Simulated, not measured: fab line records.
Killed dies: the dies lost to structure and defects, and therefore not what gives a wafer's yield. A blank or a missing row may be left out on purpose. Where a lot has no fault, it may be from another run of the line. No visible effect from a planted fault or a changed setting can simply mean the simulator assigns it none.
2 desks, one fault + flow sky130 + only its own numbers are on each desk; what lay behind them is given at the end

== AT THE METROLOGY DESK ==
Means of the sampled wafers that have a number, per lot and without regard to the tool the lot ran on: this is what the gauges read. Any lot whose mean is over 4 standard deviations away from the usual mean is out of limits and marked OUT; that distance is given in the brackets.
Columns: A = VIA2_HDPCVD_THK at SKY_VIA2_THK_MEAS_01, usual 1176 nm
| lot  | first seen here | A    |
|------|-----------------|------|
| L818 | day 35 12:51    | 1172 |
| L821 | day 36 11:58    | 1177 |
| L822 | day 36 21:25    | 1178 |
| L823 | day 37 11:48    | 1195 |
| L824 | day 37 16:20    | 1181 |
| L829 | day 39 17:53    | 1181 |
| L833 | day 40 08:50    | 1172 |
| L834 | day 40 19:45    | 1190 |
| L836 | day 41 01:13    | 1181 |
| L837 | day 41 05:29    | 1173 |
| L839 | day 41 22:36    | 1167 |
This desk's verdict: no lot among the 11 shows anything out of limits.

== AT THE TOOL OWNER'S DESK: litho_track-01 ==
Per lot that ran on this tool, the mean of the sampled wafers carrying a number, from the tool's own readings at SKY_CAPM_SOFTBAKE_08 (time 60 s). Any lot whose mean is over 4 standard deviations away from the usual mean is out of limits and marked OUT; that distance is given in the brackets.
Columns: A = exhaust_pa at SKY_CAPM_SOFTBAKE_08, usual 45.2 Pa; B = heater_power_total_W at SKY_CAPM_SOFTBAKE_08, usual 56.60 W; C = plate_temp_C at SKY_CAPM_SOFTBAKE_08, usual 90.01 C
| lot  | first seen here | A    | B                       | C               |
|------|-----------------|------|-------------------------|-----------------|
| L818 | day 37 07:13    | 44.1 | 56.57                   | 90.04           |
| L822 | day 38 14:28    | 45.5 | 62.74 (+99 or more) OUT | 96.83 (+57) OUT |
| L824 | day 39 09:25    | 46.7 | 62.70 (+99 or more) OUT | 96.80 (+57) OUT |
| L837 | day 42 19:41    | 45.5 | 56.56                   | 90.02           |
This desk's verdict: out of limits on L822, L824, starting with L822 at day 38 14:28 (heater_power_total_W at SKY_CAPM_SOFTBAKE_08). In limits: L818, L837.

== ALL TOGETHER ==
On L822, L824, at day 38 14:28, an alarm was possible from the tool owner's desk.
The metrology desk saw nothing out of limits.
The metrology desk holds a record of L822, L824, inside its limits.
The lots listed all ran SKY_CAPM_SOFTBAKE_08 on litho_track-01.

== WHAT THE SIMULATOR HAD INSERTED ==
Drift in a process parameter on litho_track-01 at SKY_CAPM_SOFTBAKE_08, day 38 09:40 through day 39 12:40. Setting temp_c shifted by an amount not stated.
Shown lots that were struck: L822, L824.
How many hours passed from the start of the fault until each desk's first out-of-limits reading: the tool owner's desk, 5.
